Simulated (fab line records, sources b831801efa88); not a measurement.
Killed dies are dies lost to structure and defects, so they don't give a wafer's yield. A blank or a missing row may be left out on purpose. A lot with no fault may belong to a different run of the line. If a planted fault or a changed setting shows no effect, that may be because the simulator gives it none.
Comparing a struck lot with a sound one | flow sky130 | 18 steps out of a route of 708
Sound: wafers L187.1, L187.4, L187.5. Wafers struck: L205.3, L205.4, L205.5. The cause is given at the end.
Order at every step that has rows: each side's tool, ch and its chambers, its first start. Under that, the readings that differ: sound wafers | struck wafers | difference of the means | sigmas: that difference in standard deviations of wafers without a fault.
alike: a reading whose means differ by less than 2 such deviations, as well as words and numbers matching on both sides. not compared: withheld readings; readings where some wafer has no value; bounds like >300 that might hide an equal value; numbers whose values overlap and for which the record gives no deviation.
A row with sigmas, a row that says differs or no value, or rows on one side alone: a step with any of these is where the two part. Numbers that don't overlap but have no deviation are shown without sigmas and don't part them. A reading missing from all wafers of one side parts the sides only when that side holds two or more wafers.

first, 3 steps without rows for these wafers: SKY_SONOS_ONO_WET_ETCH_18 (etches Si3N4 in H3PO4, target depth 15 nm, time 172 s); SKY_GATE_OXIDE_CLEAN_00 (cleans in SC1/SC2, time 150 s); SKY_GATE_OXIDE_OXIDATION_01 (stabilise 600 s, purge 300 s, target thk 10.268 nm).
SKY_GATE_OXIDE_THK_MEAS_02:
  sound on film metro-03, day 13 02:54; struck on film metro-03, day 19 18:12
  alike: GATE_OXIDE_OXIDATION_00_THK
then, 7 steps without rows for these wafers: SKY_GATE_OXIDE_DEHYDRATE_03 (time 60 s); SKY_GATE_OXIDE_HMDS_04 (prime time 60 s); SKY_GATE_OXIDE_COAT_05 (resist thk 1140 nm); SKY_GATE_OXIDE_SOFTBAKE_06 (time 60 s); SKY_GATE_OXIDE_EXPOSE_07 (exposes mask LVOM, target cd 600 nm); SKY_GATE_OXIDE_PEB_08; SKY_GATE_OXIDE_DEVELOP_09 (develop time 60 s).
SKY_GATE_OXIDE_OVL_MEAS_10:
  sound on overlay-02, day 14 04:05; struck on overlay-01, day 21 00:32
  alike: GATE_OXIDE_OVL
SKY_GATE_OXIDE_IMPLANT_11:
  sound on implanter-03 ch 0, day 14 04:07; struck on implanter-04 ch 0, day 21 00:36
  reading       | sound                            | struck                          | difference  | sigmas
  dose ions cm2 | 2.6023e+12 2.5976e+12 2.6019e+12 | 2.7603e+12 2.761e+12 2.7604e+12 | +1.5997e+11 | +55
  alike: faraday current uA
then, 1 step without rows for these wafers: SKY_GATE_OXIDE_WET_ETCH_12 (etches SiO2 in dHF, target depth 16.8 nm, time 336 s).
SKY_GATE_OXIDE_STRIP_13: strips in O2/N2.
  sound on plasma asher-01 ch 1, day 14 04:23; struck on plasma asher-04 ch 0,1, day 21 00:51
  alike: drypump motor current A, oes product au, strip time to endpoint s
  not compared: rf hours counter h
SKY_GATE_OXIDE_TW_MEAS_14:
  sound on film metro-04, day 14 04:29; struck on film metro-04, day 21 01:10
  reading       | sound             | struck            | difference | sigmas
  GATE_OXIDE_TW | 226.4 227.1 227.9 | 230.4 229.7 229.5 | +2.7       | +2
  not compared: hold
then, 1 step without rows for these wafers: SKY_GATE_OXIDE_CLEAN_15 (cleans in SC1/SC2, time 150 s).
-- here the record skips 29 days between the struck wafers' starts before and after, leaving off in module GATE_OXIDE and picking up in module PAD_OPEN (first step shown: number 708 of the route) --
SKY_PAD_OPEN_PROBE_99:
  sound on prober-02, day 46 00:44; struck on prober-02, day 50 11:29
  reading                                   | sound                   | struck                  | difference | sigmas
  model.etest.pfet_01v8_lvt.drive ua um     | 173.3 172.8 171.7       | 179.6 176.9 175.8       | +4.8       |
  model.etest.pfet_01v8_lvt.off log10 a um  | -8.809 -8.917 -8.862    | -8.189 -8.146 -8.51     | +0.581     |
  model.etest.pfet_01v8_lvt.vt sat v (V)    | -0.4399 -0.4433 -0.4444 | -0.3751 -0.386 -0.3929  | +0.0579    |
  model.etest.pfet_01v8_lvt.vt v (V)        | -0.5295 -0.5302 -0.5322 | -0.4659 -0.4771 -0.4857 | +0.0544    |
  model.etest.pfet_01v8_lvt.vt long v (V)   | -0.6472 -0.6475 -0.6493 | -0.5894 -0.597 -0.6031  | +0.0515    |
  model.etest.pfet_01v8_mvt.vt sat v (V)    | -0.5567 -0.5584 -0.563  | -0.4877 -0.4956 -0.5082 | +0.0622    |
  model.etest.pfet_01v8_mvt.vt v (V)        | -0.6435 -0.643 -0.6456  | -0.5806 -0.5907 -0.5969 | +0.0546    |
  model.etest.pfet_01v8_lvt.body rise v (V) | -0.2068 -0.2072 -0.2061 | -0.2237 -0.2221 -0.2209 | -0.0155    |
  alike: killed_at_M0_to_M3, killed_at_M4_up, killed at contacts, killed at front end, killed at other, killed dies, killed open, killed short

WHERE THEY PART
At SKY_GATE_OXIDE_IMPLANT_11 first; at SKY_GATE_OXIDE_TW_MEAS_14 last (within this record only). Later steps at which nothing parts them and some readings are alike: SKY_PAD_OPEN_PROBE_99.

WHY: what had been put in by the simulator
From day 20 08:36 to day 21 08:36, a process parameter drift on implanter-04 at SKY_GATE_OXIDE_IMPLANT_11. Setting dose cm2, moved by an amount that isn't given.
